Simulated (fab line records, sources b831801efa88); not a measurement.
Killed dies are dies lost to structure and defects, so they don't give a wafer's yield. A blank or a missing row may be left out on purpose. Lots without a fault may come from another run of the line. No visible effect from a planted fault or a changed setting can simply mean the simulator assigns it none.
Struck lot and sound lot, side by side :: flow sky130 :: 14 out of 708 route steps
Sound: these wafers, L462.2, L462.4, L462.5. Struck: wafer L476.5 (left out: L476.2, L476.6 of the same lot, which were not struck); the cause appears at the end.
Per side, at each step with rows, come the tool, then ch with its chambers, and then its first start. Under that, the readings that differ: sound wafers :: struck wafers :: difference of the means :: sigmas: that difference in standard deviations of wafers without a fault.
alike: words and numbers the same on both sides, and readings whose means are apart by under 2 such deviations; not compared: readings that were withheld, readings missing a value for some wafer, numbers with overlapping values and no deviation given by the record, and bounds like >300 which may hide the same value.
A row with sigmas, a row that says differs or no value, or rows on one side alone: a step with any of these is where the two part. Numbers that don't overlap but have no deviation are shown without sigmas and don't part them. Lack of a reading on every wafer of one side parts them only where that side has two or more wafers.

first, 3 steps without rows for these wafers: SKY_CONTACT_EXPOSE_11 (exposes mask CTM1, target cd 170 nm); SKY_CONTACT_PEB_12; SKY_CONTACT_DEVELOP_13 (develop time 60 s).
SKY_CONTACT_CD_MEAS_14 targets a cd of 170 nm.
  sound: cd_sem-02 at day 32 04:01; struck: cd_sem-02 at day 36 06:10
  alike: cd_nm
SKY_CONTACT_OVL_MEAS_15:
  sound: overlay-02 at day 32 04:08; struck: overlay-01 at day 36 06:16
  alike: CONTACT_OVL
SKY_CONTACT_ETCH_16: etches BARC in N2/H2, stops on SiO2, time 45.9 s, target depth 60 nm.
  sound on rie_diel-03 ch 0,3, day 32 04:10; struck on rie_diel-03 ch 0, day 36 06:18
reading: throttle_valve_pct (%)
sound: 13.212 13.206 13.237
struck: 13.242
difference: +0.024
sigmas: +2
  alike: drypump_motor_current_A, oes_product_au
  not compared: rf_hours_counter_h
SKY_CONTACT_ETCH_17: etches SiO2 in C4F8/O2/Ar, stops on Si3N4, target depth 340 nm.
  sound on rie_diel-03 ch 0,3, day 32 04:12; struck on rie_diel-03 ch 0, day 36 06:20
  alike: oes_product_au
SKY_CONTACT_ETCH_18: etches Si3N4 in CHF3/O2, stops on TiN, time 39 s, target depth 75 nm.
  sound on rie_diel-03 ch 0,3; struck on rie_diel-03 ch 0
  alike: O2_flow_sccm, chf3_flow_sccm, drypump_motor_current_A, oes_product_au, throttle_valve_pct
  not compared: rf_hours_counter_h
SKY_CONTACT_STRIP_19: strips in O2/N2.
  sound on plasma_asher-02 ch 1, day 32 04:17; struck on plasma_asher-02 ch 0, day 36 06:26
reading: oes_product_au (a.u.)
sound: 0.376 0.383 0.381
struck: 0.392
difference: +0.012
sigmas: +2
  alike: drypump_motor_current_A, o2_flow_sccm, strip_time_to_endpoint_s
  not compared: rf_hours_counter_h
then, 3 steps without rows for these wafers: SKY_CONTACT_STRIP_20 (strips in post etch residue remover, time 1200 s); SKY_CONTACT_CLEAN_21 (cleans in IPA, time 180 s); SKY_CONTACT_CLEAN_22 (cleans in O3/DIW).
SKY_CONTACT_SPUTTER_23: material TiN, target thk 20 nm, time 80 s.
  sound: pvd_sputter-02 at day 32 04:53; struck: pvd_sputter-02 at day 36 07:02
reading: model.TiN_of_CONTACT_SPUTTER_23.thk_nm (nm)
sound: 19.8 19.7 19.8
struck: 38.7
difference: +18.9
sigmas: 
  alike: chamber_pressure_pa, throttle_valve_pct
SKY_CONTACT_CVD_24: deposits W, target thk 340 nm, time 102.12 s.
  sound on cvd_w-01 ch 0,1, day 32 04:57; struck on cvd_w-01 ch 1, day 36 07:05
  alike: heater_power_w

## WHERE THEY PART
Earliest at SKY_CONTACT_ETCH_16; latest, in this record, at SKY_CONTACT_STRIP_19. Later steps at which nothing parts them and some readings are alike: SKY_CONTACT_SPUTTER_23, SKY_CONTACT_CVD_24.

WHY: what had been put in by the simulator
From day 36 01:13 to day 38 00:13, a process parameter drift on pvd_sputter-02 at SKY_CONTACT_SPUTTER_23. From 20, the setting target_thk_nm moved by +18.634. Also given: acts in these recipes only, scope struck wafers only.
